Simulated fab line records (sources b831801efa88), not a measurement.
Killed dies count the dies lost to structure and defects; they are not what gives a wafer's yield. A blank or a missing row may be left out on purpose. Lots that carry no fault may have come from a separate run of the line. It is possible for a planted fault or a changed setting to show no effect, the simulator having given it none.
Comparing a struck lot with a sound one ; flow gf180mcu ; 14 out of 602 route steps
Sound: wafers L387.1, L387.4, L387.6. Struck: wafers L390.2, L390.3, L390.5. The cause is named last.
For every step that has rows: the tool of each side, followed by ch and its chambers, followed by its first start. Under that, the readings that differ: sound wafers ; struck wafers ; difference of the means ; sigmas: that difference in standard deviations of wafers without a fault.
alike: readings with means less than 2 such deviations apart, plus words and numbers identical on both sides. not compared: withheld readings, readings lacking a value on some wafer, bounds such as >300 that could conceal the same value, and numbers that have no deviation in the record and whose values overlap.
Wherever a step has rows on one side only, a row that says differs or no value, or a row with sigmas, the two part there. When numbers do not overlap yet have no deviation, they are printed without sigmas and do not part them. A reading missing from all wafers of one side parts the sides only when that side holds two or more wafers.

GF_DUAL_GATE_OVL_MEAS_11:
  struck on overlay-01, day 9 03:55; sound on overlay-02, day 8 10:37
  alike: DUAL_GATE_OVL
then, 1 step without rows for these wafers: GF_DUAL_GATE_WET_ETCH_12 (etches SiO2 in dHF, target depth 13 nm, time 260 s).
GF_DUAL_GATE_STRIP_13: strips in O2/N2.
  sound on plasmaAsher-02 ch 0,1, day 8 10:44; struck on plasmaAsher-04 ch 0, day 9 04:01
reading;sound;struck;difference;sigmas
heaterPowerW (W);373 286 370;277 266 280;-69;-2
  alike: drypumpMotorCurrentA, oesProductAu, stripTimeToEndpointS
  not compared: rfHoursCounterH
then, 3 steps without rows for these wafers: GF_DUAL_GATE_CLEAN_14 (cleans in SC1/SC2, time 150 s); GF_DUAL_GATE_OXIDATION_15 (stabilise 600 s, purge 300 s, target thk 7.098 nm); GF_POLY_GATE_CVD_00 (deposits poly-Si, target thk 200 nm, time 1200 s).
GF_POLY_GATE_THK_MEAS_01:
  struck on filmMetro-01, day 9 07:54; sound on filmMetro-02, day 8 14:44
  alike: POLY_GATE_CVD_00_THK
then, 5 steps without rows for these wafers: GF_POLY_GATE_DEHYDRATE_02 (time 60 s); GF_POLY_GATE_HMDS_03 (prime time 60 s); GF_POLY_GATE_COAT_04; GF_POLY_GATE_COAT_05 (resist thk 700 nm); GF_POLY_GATE_SOFTBAKE_06 (time 60 s).
GF_POLY_GATE_EXPOSE_07: exposes mask Poly2, target cd 280 nm.
  struck on krfScanner-01, day 9 17:32; sound on krfScanner-01 ch 0, day 8 23:23
  no value came back on the struck wafers for exposureDoseMJCm2, focusOffsetNm (nm); on the sound wafers exposureDoseMJCm2 reads 28.021 27.986 28.004
  alike: mask
then, 1 step without rows for these wafers: GF_POLY_GATE_PEB_08 (peb time 90 s).

== WHERE THEY PART ==
At GF_DUAL_GATE_STRIP_13 first; at GF_POLY_GATE_EXPOSE_07 last (within this record only).

WHY: whatever the simulator had introduced
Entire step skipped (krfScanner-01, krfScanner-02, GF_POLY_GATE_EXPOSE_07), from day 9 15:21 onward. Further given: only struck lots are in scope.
